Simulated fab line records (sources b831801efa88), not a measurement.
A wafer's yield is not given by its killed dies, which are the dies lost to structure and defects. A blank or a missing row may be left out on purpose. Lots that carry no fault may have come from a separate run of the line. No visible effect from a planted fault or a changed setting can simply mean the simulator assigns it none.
Chamber matching || flow gf180mcu || 4 sister chambers for GF_CONTACT_ETCH_16 on rie_diel-01
The step etches BARC in N2/H2. 4 wafers are shown with their chamber, then 7 later ones without.

WAFERS PAIRED WITH THEIR CHAMBERS
{"wafer": "L434.3", "chamber": 0, "drypump_motor_current_A (A)": 6.3}
{"wafer": "L440.3", "chamber": 2, "drypump_motor_current_A (A)": 6.0}
{"wafer": "L444.2", "chamber": 3, "drypump_motor_current_A (A)": 5.6}
{"wafer": "L444.3", "chamber": 1, "drypump_motor_current_A (A)": 6.8}

WAFERS WHOSE CHAMBER IS MISSING
{"wafer": "L444.6", "drypump_motor_current_A (A)": 6.8}
{"wafer": "L452.1", "drypump_motor_current_A (A)": 6.2}
{"wafer": "L452.2", "drypump_motor_current_A (A)": 5.5}
{"wafer": "L452.6", "drypump_motor_current_A (A)": 5.5}
{"wafer": "L454.1", "drypump_motor_current_A (A)": 6.0}
{"wafer": "L454.2", "drypump_motor_current_A (A)": 5.5}
{"wafer": "L454.3", "drypump_motor_current_A (A)": 6.8}

EACH ONE'S CHAMBER
{"wafer": "L444.6", "from the rows above": 1, "in truth": 1}
{"wafer": "L452.1", "from the rows above": "can't be placed: 0 or 2", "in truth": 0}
{"wafer": "L452.2", "from the rows above": 3, "in truth": 3}
{"wafer": "L452.6", "from the rows above": 3, "in truth": 3}
{"wafer": "L454.1", "from the rows above": 2, "in truth": 2}
{"wafer": "L454.2", "from the rows above": 3, "in truth": 3}
{"wafer": "L454.3", "from the rows above": 1, "in truth": 1}
Correct placement for 6 of the 7. Not placeable from these rows: 1 (in 1, the candidates include the true chamber). Wrongly placed: 0.
How it was worked out, from the rows above alone: a wafer's distance from a chamber is the root of the sum, over the readings, of the square of ((its reading less the chamber's mean) divided by the reading's scatter). The wafer belongs to the nearest chamber; if the next one is less than 2 further off, it can't be placed. Each chamber's mean is taken over the wafers shown for it. The scatter (one wafer shown for each chamber): square how far every hidden wafer sits from the nearest shown wafer, average those squares and take the square root.
